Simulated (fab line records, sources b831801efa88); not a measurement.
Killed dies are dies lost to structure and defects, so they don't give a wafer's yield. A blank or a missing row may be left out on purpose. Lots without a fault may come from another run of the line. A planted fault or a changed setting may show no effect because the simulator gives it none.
Which tool did it? | flow gf180mcu | 14 lots, 42 wafers sampled, at 4 steps of a route of 602

WHAT THE GAUGES READ, wafer by wafer
GF_MVSD_OVL_MEAS_07.
lot  | measured    | on         | MVSD_OVL (nm)
L182 | day 4 09:41 | overlay-01 | -1.2 -1.1 -1.0
L184 | day 4 21:02 | overlay-01 | 1.7 0.8 3.7
L186 | day 5 07:47 | overlay-02 | 0.1 0.5 0.5
L187 | day 5 15:21 | overlay-02 | -2.6 1.8 -0.5
L190 | day 6 07:28 | overlay-02 | -1.4 0.0 -0.7
L191 | day 6 16:26 | overlay-01 | -0.1 0.1 -0.2
L193 | day 7 02:46 | overlay-01 | 2.0 -0.6 0.9
L194 | day 7 08:07 | overlay-01 | -0.6 -1.5 -0.2
L197 | day 8 01:26 | overlay-02 | -0.2 -0.4 -0.3
L198 | day 8 07:02 | overlay-01 | 4.2 3.2 2.2
L202 | day 9 07:02 | overlay-01 | -0.2 0.6 1.1
L203 | day 9 11:22 | overlay-02 | 1.8 2.5 2.1
L204 | day 9 18:47 | overlay-02 | 0.7 -2.3 0.1
L205 | day 9 21:35 | overlay-01 | -0.3 0.3 0.9

GF_VT_IMPLANT_RS_MEAS_49: measures by four-point-probe.
lot  | measured     | on            | MVPSD_RS (ohm/sq)
L182 | day 7 12:30  | film_metro-04 | 1173.1 1166.9 1168.8
L184 | day 8 02:08  | film_metro-04 | 1172.1 1172.5 1176.0
L186 | day 8 13:46  | film_metro-02 | 1168.5 1171.5 1168.7
L187 | day 8 22:57  | film_metro-02 | 1164.3 1165.5 1162.6
L190 | day 9 17:44  | film_metro-02 | 1173.9 1170.8 1170.5
L191 | day 10 04:41 | film_metro-04 | 1167.1 1169.9 1171.7
L193 | day 10 18:05 | film_metro-04 | 1173.8 1169.5 1172.6
L194 | day 10 22:02 | film_metro-04 | 1171.2 1167.8 1166.3
L197 | day 11 18:36 | film_metro-03 | 1169.6 1165.8 1169.0
L198 | day 12 00:58 | film_metro-04 | 1168.1 1170.0 1161.9
L202 | day 13 05:40 | film_metro-04 | 1173.9 1168.3 1170.8
L203 | day 13 09:44 | film_metro-02 | 1169.1 1169.5 1166.4
L204 | day 13 19:08 | film_metro-03 | 1171.0 1167.8 1172.2
L205 | day 13 23:59 | film_metro-03 | 1168.4 1169.4 1168.4

GF_POLY_GATE_THK_MEAS_17.
lot  | measured     | on            | POLY_GATE_OXIDATION_THK (nm)
L182 | day 9 07:20  | film_metro-01 | 3.92 3.95 3.96
L184 | day 9 21:37  | film_metro-04 | 4.08 3.99 4.02
L186 | day 10 05:51 | film_metro-04 | 3.92 3.85 3.87
L187 | day 10 18:01 | film_metro-02 | 3.93 3.93 3.94
L190 | day 11 12:53 | film_metro-01 | 4.00 4.06 4.07
L191 | day 12 01:47 | film_metro-04 | 4.21 4.15 4.25
L193 | day 12 14:59 | film_metro-01 | 4.09 4.16 4.18
L194 | day 12 19:59 | film_metro-01 | 4.05 4.10 4.09
L197 | day 13 16:10 | film_metro-01 | 3.93 3.91 4.01
L198 | day 14 02:28 | film_metro-04 | 3.92 4.04 4.02
L204 | day 15 19:58 | film_metro-04 | 4.00 4.03 3.90
L205 | day 16 03:44 | film_metro-04 | 4.05 4.01 4.00

WHICH TOOL RAN EACH LOT (tool, then ch and the chambers of the sampled wafers, then the start)
lot  | GF_VT_IMPLANT_WET_ETCH_50
L182 | wet_bench-04 ch 2, day 7 12:36
L184 | wet_bench-02 ch 0, day 8 02:16
L186 | wet_bench-02 ch 2, day 8 13:52
L187 | wet_bench-02 ch 1, day 8 23:01
L190 | wet_bench-01 ch 2, day 9 17:52
L191 | wet_bench-01 ch 0, day 10 04:49
L193 | wet_bench-02 ch 2, day 10 18:12
L194 | wet_bench-02 ch 1, day 10 22:10
L197 | wet_bench-01 ch 2, day 11 18:40
L198 | wet_bench-01 ch 0, day 12 01:03
L202 | wet_bench-02 ch 0, day 13 05:45
L203 | wet_bench-01 ch 2, day 13 09:52
L204 | wet_bench-02 ch 2, day 13 19:11
L205 | wet_bench-01 ch 2, day 14 00:05
- GF_VT_IMPLANT_WET_ETCH_50: etches SiO2 in dHF, target depth 20 nm, time 400 s.

WHAT THE TOOLS THEMSELVES READ (means of the sampled wafers that have a number; where no wafer has one, the mark that the record gives instead)
GF_VT_IMPLANT_WET_ETCH_50.
lot  | tool         | bath_heat_duty_pct (%) | run_length_s (s)
L182 | wet_bench-04 | 5.6                    | 425
L184 | wet_bench-02 | 6.6                    | 432
L186 | wet_bench-02 | 6.7                    | 434
L187 | wet_bench-02 | 7.1                    | 426
L190 | wet_bench-01 | 6.3                    | 425
L191 | wet_bench-01 | 5.8                    | 426
L193 | wet_bench-02 | 6.5                    | 433
L194 | wet_bench-02 | 7.0                    | 433
L197 | wet_bench-01 | 6.1                    | 424
L198 | wet_bench-01 | 5.9                    | 425
L202 | wet_bench-02 | -                      | -
L203 | wet_bench-01 | -                      | -
L204 | wet_bench-02 | 6.7                    | 424
L205 | wet_bench-01 | 5.9                    | 434

THE ANSWER, worked out from the rows above alone
Rule: what is usual is taken from the lots themselves. Put in order of their means at a reading, lots are off if they are a third of the lots or fewer, leave a main group of 4 or more, and stand apart from it by a gap of 3 or more times the standard deviation of the main group's means; of several such gaps the widest counts. A main group whose means are all the same, to the digits that the tables above print for the reading, isn't used. A lot without any number at a reading at which 4 lots or more have one is off too. The other lots that the step has rows for count as sound. The gauges are gone through in route order, then the tools' own readings, and for those a lot's mean is taken as printed above. The first step at which some lot is off is used, and at that step the reading that is off furthest; a lot without a number counts as furthest.
Off: L202, L203, at GF_VT_IMPLANT_WET_ETCH_50 (bath_heat_duty_pct). Without a number there: L202, L203. The main group: mean 6.3 %, standard deviation 0.47.
A tool fits if, at that step or a process step before it, it ran every lot that is off, and no sound lot after the first of them. None of those tried fits.

WHAT THE SIMULATOR HAD PUT IN
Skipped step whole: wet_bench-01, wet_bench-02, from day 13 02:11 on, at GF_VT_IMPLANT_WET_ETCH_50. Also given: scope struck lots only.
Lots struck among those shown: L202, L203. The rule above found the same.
